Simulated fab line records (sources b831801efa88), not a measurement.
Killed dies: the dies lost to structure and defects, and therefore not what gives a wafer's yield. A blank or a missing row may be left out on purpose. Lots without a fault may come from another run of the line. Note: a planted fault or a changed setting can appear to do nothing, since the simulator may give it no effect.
The tool behind it: which one? ; flow sfqLine ; 40 wafers from 14 lots sampled at 5 of the route's 325 steps

== WHAT THE GAUGES READ, wafer by wafer ==
SFQ_M4_OVL_MEAS_926. Usual: M4_OVL 1 nm, standard deviation 4.7.
lot;measured;on;M4_OVL (nm);flag
L788;day 41 11:06;overlay-01;1 1 6;
L789;day 41 21:55;overlay-02;6 7 0;
L790;day 42 20:43;overlay-01;1 3 2;
L791;day 43 15:55;overlay-02;0 -3 -6;
L792;day 43 23:19;overlay-01;2 0 9;
L793;day 44 20:58;overlay-01;6 -2 -1;
L794;day 45 16:21;overlay-01;2 7 2;
L795;day 51 20:27;overlay-01;8 14 8;
L796;day 52 03:39;overlay-01;6 9 16;
L797;day 52 09:39;overlay-02;-3 1 -2;
L798;day 52 23:25;overlay-01;8 7;
L799;day 53 11:25;overlay-01;-3 0;
L800;day 53 16:13;overlay-02;-5 3 0;
L811;day 54 07:49;overlay-01;-1 1 0;

SFQ_R5_OVL_MEAS_935. Usual: R5_OVL -3 nm, standard deviation 6.8.
lot;measured;on;R5_OVL (nm);flag
L788;day 59 00:04;overlay-02;-8 -12 -6;
L789;day 60 10:04;overlay-01;6 -6 -2;
L790;day 60 11:17;overlay-01;-10 -4 0;
L791;day 60 15:47;overlay-02;-10 -6 -6;
L792;day 61 01:23;overlay-02;1 4 11;
L793;day 62 02:55;overlay-01;5 2 1;
L794;day 62 06:14;overlay-02;1 -1 3;
L795;day 62 23:59;overlay-01;15 6 3;
L796;day 63 03:03;overlay-01;5 0 3;
L797;day 68 00:30;overlay-01;-11 0 -12;
L798;day 68 19:05;overlay-02;0 -1;
L799;day 68 21:29;overlay-02;-14 -14;
L800;day 68 22:41;overlay-02;-3 -9 -3;
L811;day 69 19:40;overlay-02;-4 -5 1;

== WHICH TOOL RAN EACH LOT (tool, then ch and the chambers of the sampled wafers, then the start) ==
lot;SFQ_TRILAYER_I0_CMP_CMP_028;SFQ_TRILAYER_I0_METRO_MEASURE_029;SFQ_TRILAYER_I0_VIA_ETCH_VIA_ETCH_034
L788;cmp-01 ch 0,1,2, day 7 10:55;filmMetro-03, day 7 13:02;rieDiel-02 ch 0,1,3, day 9 07:47
L789;cmp-01 ch 1,3, day 7 19:25;filmMetro-03, day 7 22:02;rieDiel-02 ch 0,1,3, day 9 14:59
L790;cmp-02 ch 0,2, day 8 10:09;filmMetro-03, day 8 13:40;rieDiel-03 ch 0,3, day 10 03:22
L791;cmp-01 ch 1,2,3, day 8 18:55;filmMetro-04, day 8 22:02;rieDiel-02 ch 0,1,3, day 10 11:23
L792;cmp-01 ch 1,2,3, day 8 21:55;filmMetro-04, day 9 01:14;rieDiel-04 ch 0,2, day 10 13:47
L793;cmp-02 ch 0,1,2, day 9 07:39;filmMetro-03, day 9 10:16;rieDiel-02 ch 0,1,2, day 11 03:05
L794;cmp-02 ch 0,2,3, day 9 13:09;filmMetro-03, day 9 16:28;rieDiel-02 ch 1,2,3, day 11 07:53
L795;cmp-02 ch 1,2, day 9 16:09;filmMetro-04, day 9 19:28;rieDiel-04 ch 2,3, day 11 10:35
L796;cmp-01 ch 2,3, day 9 22:25;filmMetro-03, day 10 01:02;rieDiel-03 ch 1,2,3, day 11 16:17
L797;cmp-02 ch 0,1, day 10 01:39;filmMetro-03, day 10 04:28;rieDiel-02 ch 1,2, day 11 21:05
L798;cmp-02 ch 1,3, day 10 08:39;filmMetro-04, day 10 10:28;rieDiel-03 ch 0,3, day 12 01:53
L799;cmp-02 ch 1,3, day 10 16:09;filmMetro-03, day 10 19:28;rieDiel-03 ch 1,2, day 12 10:17
L800;cmp-02 ch 0,1, day 10 23:39;filmMetro-04, day 11 02:28;rieDiel-03 ch 1,2,3, day 12 15:05
L811;cmp-02 ch 1,2,3, day 13 08:05;filmMetro-04, day 13 11:12;rieDiel-02 ch 0,1,2, day 15 07:11
- SFQ_TRILAYER_I0_CMP_CMP_028: polishes SiO2.
- SFQ_TRILAYER_I0_METRO_MEASURE_029
- SFQ_TRILAYER_I0_VIA_ETCH_VIA_ETCH_034: etches SiO2 in CHF3, stops on Nb, target depth 260 nm.

== WHAT THE TOOLS THEMSELVES READ (means of the sampled wafers that have a number; where no wafer has one, the mark that the record gives instead) ==
SFQ_TRILAYER_I0_CMP_CMP_028. Usual: headPressurePsi 3.000 psi, standard deviation 0.0067; motorCurrentA 10.0 A, standard deviation 0.75; timeToEndpointS 208 s, standard deviation 8.8.
lot;tool;headPressurePsi (psi);motorCurrentA (A);timeToEndpointS (s);flag
L788;cmp-01;3.001;10.5;209;
L789;cmp-01;3.002;9.7;211;
L790;cmp-02;3.004;9.9;205;
L791;cmp-01;2.999;9.8;216;
L792;cmp-01;2.996;10.1;213;
L793;cmp-02;2.998;9.7;198;
L794;cmp-02;3.002;10.1;209;
L795;cmp-02;3.003;9.5;211;
L796;cmp-01;2.998;10.3;223;
L797;cmp-02;3.003;9.8;206;
L798;cmp-02;3.001;9.8;230;
L799;cmp-02;2.996;9.8;208;
L800;cmp-02;3.005;10.0;218;
L811;cmp-02;2.996;9.6;203;

SFQ_TRILAYER_I0_METRO_MEASURE_029. Usual: 199.2 nm for thkNm, sd 1.3.
lot;tool;thkNm (nm);flag
L788;filmMetro-03;199.4;
L789;filmMetro-03;199.2;
L790;filmMetro-03;199.9;
L791;filmMetro-04;199.2;
L792;filmMetro-04;199.1;
L793;filmMetro-03;198.9;
L794;filmMetro-03;198.4;
L795;filmMetro-04;200.1;
L796;filmMetro-03;200.4;
L797;filmMetro-03;198.2;
L798;filmMetro-04;179.4;OFF
L799;filmMetro-03;187.3;OFF
L800;filmMetro-04;185.9;OFF
L811;filmMetro-04;198.3;

SFQ_TRILAYER_I0_VIA_ETCH_VIA_ETCH_034. Usual: biasW 80.00 W, standard deviation 0.26; drypumpMotorCurrentA 5.8 A, standard deviation 0.34; oesProductAu 0.853 a.u., standard deviation 0.0051.
lot;tool;biasW (W);drypumpMotorCurrentA (A);oesProductAu (a.u.);flag
L788;rieDiel-02;79.66;5.8;0.853;
L789;rieDiel-02;80.13;5.8;0.850;
L790;rieDiel-03;80.16;5.4;0.851;
L791;rieDiel-02;80.09;5.8;0.856;
L792;rieDiel-04;80.18;5.3;0.852;
L793;rieDiel-02;79.80;5.8;0.852;
L794;rieDiel-02;79.93;5.9;0.849;
L795;rieDiel-04;80.16;5.8;0.857;
L796;rieDiel-03;80.07;5.5;0.856;
L797;rieDiel-02;79.85;5.9;0.852;
L798;rieDiel-03;80.09;5.6;0.810;OFF
L799;rieDiel-03;80.12;5.8;0.825;OFF
L800;rieDiel-03;80.04;5.5;0.822;OFF
L811;rieDiel-02;80.17;5.8;0.852;

== THE ANSWER, worked out from the rows above alone ==
Rule: take the mean of a lot's wafers that have a number; if it is more than 3 standard deviations from the usual mean, the lot is off. A lot without any number at a reading at which 4 lots or more have one is off too. Where the step has rows for the other lots, those lots are counted as sound. Order of review: gauges by route order, followed by the tools' own readings, for which a lot's mean as printed above is used. At the first step where some lot is off, the reading lying furthest off is the one used; lots without a number count as furthest.
Off: L798, L799, L800, at SFQ_TRILAYER_I0_METRO_MEASURE_029 (thkNm).
If a tool, at that step or one of the process steps before it, ran each lot that is off and ran no sound lot following the first of them, it fits. None of those tried fits.

== WHAT HAD BEEN PUT IN BY THE SIMULATOR ==
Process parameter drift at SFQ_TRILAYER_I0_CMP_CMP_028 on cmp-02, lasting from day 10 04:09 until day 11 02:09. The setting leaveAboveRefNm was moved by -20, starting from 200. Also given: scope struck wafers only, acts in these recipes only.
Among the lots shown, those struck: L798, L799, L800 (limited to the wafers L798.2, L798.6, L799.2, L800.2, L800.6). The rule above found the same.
